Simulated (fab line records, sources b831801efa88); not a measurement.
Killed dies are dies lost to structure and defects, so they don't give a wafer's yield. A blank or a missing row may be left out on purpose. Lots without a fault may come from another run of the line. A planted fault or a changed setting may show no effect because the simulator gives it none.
Split-lot experiment | flow sfq_line | 5 lots, 23 wafers read, on a route of 325 steps

THE SPLIT
At SFQ_TRILAYER_L0_VIA_LITHO_COAT_013 (resist thk 650 nm), the setting spin_rpm was moved away from the recipe's 3000 rpm on 9 of the 23 wafers read, by -7.1% to -4.2%. The other wafers ran this setting at the recipe's value.

The reading is taken at the split's own step.

THE READING
KrF_of_TRILAYER_L0_VIA_LITHO_COAT_013.thk_nm (the simulator's own value, which no gauge read), in nm, at SFQ_TRILAYER_L0_VIA_LITHO_COAT_013 (resist thk 650 nm). The file gives no usual value for it. The 14 wafers here that ran the recipe average 649.3 nm, standard deviation 1.1 nm.

wafer  | tool, chamber at the split | spin_rpm as run, rpm | against the recipe | KrF_of_TRILAYER_L0_VIA_LITHO_COAT_013.thk_nm, nm | against lot-mates on the recipe
L074.1 | litho_track-02, 0          | 3000                 | recipe             | 649.8                                            | -
L074.2 | litho_track-02, 0          | 3000                 | recipe             | 651                                              | -
L074.4 | litho_track-02, 0          | 3000                 | recipe             | 650                                              | -
L074.5 | litho_track-02, 0          | 3000                 | recipe             | 649.4                                            | -
L074.6 | litho_track-02, 0          | 3000                 | recipe             | 650.3                                            | -
L075.1 | litho_track-02, 0          | 2875                 | -4.2%              | 664.4                                            | +15.6
L075.4 | litho_track-02, 0          | 2875                 | -4.2%              | 664.4                                            | +15.6
L075.2 | litho_track-02, 0          | 2875                 | -4.2%              | 664.9                                            | +16.1
L075.3 | litho_track-02, 0          | 3000                 | recipe             | 648.3                                            | -
L075.5 | litho_track-02, 0          | 3000                 | recipe             | 649.3                                            | -
L076.2 | litho_track-04, 0          | 2786                 | -7.1%              | 672.4                                            | +22.3
L076.3 | litho_track-04, 0          | 2786                 | -7.1%              | 674.8                                            | +24.7
L076.4 | litho_track-04, 0          | 3000                 | recipe             | 650.9                                            | -
L076.5 | litho_track-04, 0          | 2786                 | -7.1%              | 675.9                                            | +25.8
L076.6 | litho_track-04, 0          | 3000                 | recipe             | 649.3                                            | -
L078.1 | litho_track-04, 0          | 3000                 | recipe             | 649.4                                            | -
L078.4 | litho_track-04, 0          | 3000                 | recipe             | 647.5                                            | -
L078.5 | litho_track-04, 0          | 3000                 | recipe             | 648.6                                            | -
L083.1 | litho_track-04, 0          | 2874                 | -4.2%              | 660.6                                            | +12.5
L083.2 | litho_track-04, 0          | 2874                 | -4.2%              | 661.5                                            | +13.4
L083.3 | litho_track-04, 0          | 3000                 | recipe             | 648.7                                            | -
L083.4 | litho_track-04, 0          | 2874                 | -4.2%              | 663.2                                            | +15.1
L083.5 | litho_track-04, 0          | 3000                 | recipe             | 647.5                                            | -

THE FIT
A straight line over all 23 wafers: KrF_of_TRILAYER_L0_VIA_LITHO_COAT_013.thk_nm changes by -3.45 nm for each +1% of spin_rpm; r = -0.99; the points scatter about the line by 1.4 nm.
The same after taking each lot's own level away (the mean of its wafers on the recipe; 23 wafers): -3.44 nm for each +1%; r = -0.99; scatter 1.1 nm.
On that fit, the largest move of spin_rpm shifts the reading by 25 nm.
The lots' own levels span 648.10 to 650.10 nm, that is 1.9 times the standard deviation above.
So the lot-to-lot level changes the slope little: the two slopes agree.
Check: with one of the wafers moved furthest among these (-7.1%) left out of the fit, the line predicts +25.2 nm for it against its lot-mates. It came out at +22.3 nm against them.

OTHER SPLITS ON THESE WAFERS
These wafers also went through other splits before the reading. Each is held against what the fit with the lots' levels taken away leaves over:
other split on the same wafers                | wafers away from the commonest value | r with KrF_of_TRILAYER_L0_VIA_LITHO_COAT_013.thk_nm (lot level and that fit taken away)
SFQ_TRILAYER_INCOMING_OXIDATION_002 ox_time_s | 15                                   | +0.42

THE FILE'S OWN FIT
KrF_of_TRILAYER_L0_VIA_LITHO_COAT_013.thk_nm changes by -3.45 nm for each +1% of spin_rpm, r = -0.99.
